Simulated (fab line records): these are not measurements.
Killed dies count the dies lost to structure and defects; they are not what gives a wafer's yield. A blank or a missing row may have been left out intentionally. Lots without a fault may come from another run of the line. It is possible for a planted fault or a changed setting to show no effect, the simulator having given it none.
2 desks, one fault	flow gf180mcu	numbers are kept per desk, each desk with only its own; the story behind them comes last

## METROLOGY DESK
What the gauges read for every lot (on any tool): the sampled wafers with a number, averaged. The brackets show how far a lot's mean lies from the usual mean; more than 4 standard deviations puts the lot out of limits, marked OUT.
Columns: A = HV_LDD_3_TW at GF_HV_LDD_TW_MEAS_38, usual 1439; B = HV_LDD_RS at GF_HV_LDD_RS_MEAS_53, usual 418.6 ohm/sq; C = NSD_TW at GF_NSD_TW_MEAS_12, usual 4230
lot	first seen here	A	B	C
L770	day 12 04:38	1451	419.4	4208
L772	day 12 22:46	1436	420.2	4216
L774	day 13 04:44	1427	417.7	4259
L775	day 13 11:35	1426	418.0	4186
L778	day 14 12:05	1438	419.5	4263
L780	day 15 04:39	1431	418.8	4224
L781	day 15 13:26	1407 (-4.5) OUT	423.1 (+4.5) OUT	4231
L782	day 15 16:47	1399 (-5.5) OUT	423.4 (+4.8) OUT	4211
L785	day 16 20:35	1408 (-4.3) OUT	424.7 (+6.1) OUT	4224
L790	day 18 07:37	1443	417.1	4203
L791	day 18 16:36	1445	418.5	4240
L792	day 19 00:58	1429	418.8	4216
This desk's finding: out of limits on L781, L782, L785; first on L781, day 15 13:26 (HV_LDD_3_TW at GF_HV_LDD_TW_MEAS_38). L770, L772, L774, L775, L778, L780, L790, L791, L792: within limits.

## FOR THE TOOL OWNER'S DESK: implanter-02
For each lot that ran on this tool, the mean over its sampled wafers that have a number, from the tool's own readings at GF_HV_LDD_IMPLANT_36. The brackets show how far a lot's mean lies from the usual mean; more than 4 standard deviations puts the lot out of limits, marked OUT.
Columns: A = beam-on-s at GF_HV_LDD_IMPLANT_36, usual 10.00 s; B = dose-ions-cm2 at GF_HV_LDD_IMPLANT_36, usual 7.499e+12; C = faraday-current-uA at GF_HV_LDD_IMPLANT_36, usual 42.3; D = rotation-deg at GF_HV_LDD_IMPLANT_36, usual 270.00 degrees
lot	first seen here	A	B	C	D
L774	day 13 04:31	10.05	7.498e+12	42.1	270.05
L778	day 14 11:50	10.15	7.502e+12	41.6	270.00
L780	day 15 04:25	10.15	7.510e+12	41.8	269.98
L781	day 15 13:13	10.02	5.619e+12 (-99 or more) OUT	31.5 (-12) OUT	270.03
L782	day 15 16:32	9.98	5.598e+12 (-99 or more) OUT	31.6 (-12) OUT	270.02
L785	day 16 20:20	9.99	5.620e+12 (-99 or more) OUT	31.8 (-12) OUT	269.98
Finding of this desk: L781, L782, L785 out of limits; the first was L781 at day 15 13:13, on dose-ions-cm2 at GF_HV_LDD_IMPLANT_36. L774, L778, L780: within limits.

## ALL TOGETHER
An alarm could have come from the tool owner's desk at day 15 13:13, on L781, L782, L785.
An alarm was possible from the metrology desk at day 15 13:26, on L781, L782, L785.
Every lot named ran GF_HV_LDD_IMPLANT_36 on implanter-02.

## WHAT WAS PUT IN BY THE SIMULATOR
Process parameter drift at GF_HV_LDD_IMPLANT_36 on implanter-02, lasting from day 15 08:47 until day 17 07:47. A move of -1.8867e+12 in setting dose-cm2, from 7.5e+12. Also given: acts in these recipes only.
Struck lots among those shown: L781, L782, L785.
Hours from the fault's start to each desk's first reading out of limits: the tool owner's desk, 4; the metrology desk, 5.
